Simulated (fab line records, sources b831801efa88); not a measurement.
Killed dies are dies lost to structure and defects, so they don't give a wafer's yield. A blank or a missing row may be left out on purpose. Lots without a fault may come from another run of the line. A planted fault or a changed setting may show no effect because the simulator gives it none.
Which tool did it? | flow sky130 | 7 lots, 21 wafers sampled, at 2 steps of a route of 708

WHAT THE GAUGES READ, wafer by wafer
SKY_CONTACT_THK_MEAS_01.
lot  | measured     | on            | CONTACT_CVD_00_THK (nm)
L687 | day 30 20:33 | film_metro-02 | 74.4 76.2 75.3
L689 | day 31 17:31 | film_metro-03 | 74.8 73.9 76.4
L694 | day 33 08:00 | film_metro-02 | 73.8 75.9 75.2
L697 | day 34 08:45 | film_metro-03 | 74.0 75.4 75.3
L703 | day 36 11:58 | film_metro-03 | 74.3 73.9 75.3
L706 | day 36 19:56 | film_metro-03 | 74.2 75.2 75.2
L708 | day 37 12:55 | film_metro-02 | 75.1 75.4 75.8

WHICH TOOL RAN EACH LOT (tool, then ch and the chambers of the sampled wafers, then the start)
lot  | SKY_LI_CONTACT_CVD_21
L687 | cvd_w-01 ch 0,1, day 29 14:37
L689 | cvd_w-02 ch 0,1, day 30 12:01
L694 | cvd_w-01 ch 0,1, day 32 02:50
L697 | cvd_w-02 ch 0,1, day 33 04:34
L703 | cvd_w-02 ch 0,1, day 35 08:28
L706 | cvd_w-02 ch 0,1, day 35 16:00
L708 | cvd_w-02 ch 0,1, day 36 08:52
- SKY_LI_CONTACT_CVD_21: deposits W, target thk 400 nm, time 120.56 s.

THE ANSWER, worked out from the rows above alone
Rule: what is usual is taken from the lots themselves. Put in order of their means at a reading, lots are off if they are a third of the lots or fewer, leave a main group of 4 or more, and stand apart from it by a gap of 3 or more times the standard deviation of the main group's means; of several such gaps the widest counts. A main group whose means are all the same, to the digits that the tables above print for the reading, isn't used. A lot without any number at a reading at which 4 lots or more have one is off too. The other lots that the step has rows for count as sound.
No lot is off at any reading shown: from this, nothing can be told.

WHAT THE SIMULATOR HAD PUT IN
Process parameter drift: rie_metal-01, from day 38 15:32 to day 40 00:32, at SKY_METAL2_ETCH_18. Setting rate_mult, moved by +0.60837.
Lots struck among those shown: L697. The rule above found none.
